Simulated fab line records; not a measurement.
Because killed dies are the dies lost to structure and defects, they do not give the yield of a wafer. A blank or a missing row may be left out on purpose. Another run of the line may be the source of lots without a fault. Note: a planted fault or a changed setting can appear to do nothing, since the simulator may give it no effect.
Code-filled problem report in 8D (eight disciplines) form	flow sky130	the parts of the form that need people (team, actions taken, sign-off) are left out

== 1. WHAT IS WRONG ==
At SKY_METAL2_CD_MEAS_15, cd_nm averages 154.8 nm over 6 wafers from 2 lots, while fault-free wafers read 139.4 nm, standard deviation 1.5. Measured from the usual mean, that is +10 standard deviations.
The step: target cd 140 nm.
First seen on wafer L605.1, day 40 12:13, on cd_sem-02. The record has a number at this step for 42 wafers belonging to 14 lots. By rule, "out" or "out of limits" means more than 4 standard deviations away from the usual mean. The other wafers with a number count as sound.

== 2. WHAT IT IS AND WHAT IT IS NOT ==
question	is	is not
which readings at this step	cd_nm	-
which lots	L605, L606	L588, L589, L590, L591, L593, L594, L595, L597, L599, L601, L607, L608
which wafers of those lots	all that have a number	-
read on which gauges	cd_sem-02	cd_sem-01
when	from day 40 12:13	up to then (30 sound wafers); but 6 sound wafers of L607, L608 came after

== 3. THE SUSPECTS, EACH WITH WHAT RULES IT OUT ==
Counting: a tool at any process step up to the reading remains a suspect when it ran all the lots that are out and ran no sound lot after the first of those.
- ruled out: the gauge at SKY_METAL2_CD_MEAS_15. All the wafers that are out were read on cd_sem-02, but those of them that SKY_METAL2_EXPOSE_12 has rows for are out there too, on other tools.
- krf_scanner-01 at SKY_METAL2_EXPOSE_12 (exposes mask MM2, target cd 140 nm): kept. Every lot that is out went through it, starting with L605 (day 40 00:14), and after that it ran no sound lot; the last sound lot it ran before then is L599 (day 38 14:40). Its own readings are out on those wafers: exposure_dose_mJ_cm2.
The count leaves krf_scanner-01 at SKY_METAL2_EXPOSE_12.

== 4. THE CAUSE (what the simulator had put in) ==
Drift in process parameters on krf_scanner-01 at SKY_METAL2_EXPOSE_12, starting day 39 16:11. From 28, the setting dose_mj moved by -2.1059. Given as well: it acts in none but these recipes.
This tool alone remained once counting was done.

== 5. SEQUENCE OF EFFECTS, ordered by route ==
One row per reading whose mean, taken over the struck wafers that have a number, lies over 3 standard deviations from the usual. Readings are gone through only where the record gives a usual standard deviation; hours: the median, over the lots, of the time from a lot's start at the first step in this table giving one to that lot's start at this step; sigmas: the change measured in usual standard deviations.
hours	step	reading	usual	on struck wafers	change	sigmas
0	SKY_METAL2_EXPOSE_12	exposure_dose_mJ_cm2	28.01	25.93	-2.08	-55
11	SKY_METAL2_CD_MEAS_15	cd_nm	139.4 nm	154.8	+15.4	+10
It contains these process steps:
- SKY_METAL2_EXPOSE_12: exposes mask MM2, target cd 140 nm.

== 6. HOW IT WOULD HAVE BEEN CAUGHT EARLIER ==
Counted from the fault's start at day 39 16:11, it took 20 hours until the first out-of-limits reading at a measuring or inspecting step in this record, taken at day 40 12:13.
The tool's own readings at SKY_METAL2_EXPOSE_12 were out on every struck wafer that the step has a row for (exposure_dose_mJ_cm2): an alarm limit on them would have fired on the first of those.
All the lots that are out (2) had begun SKY_METAL2_EXPOSE_12 on krf_scanner-01 by day 40 12:13. Tool hold at that time: it would have spared none of them.
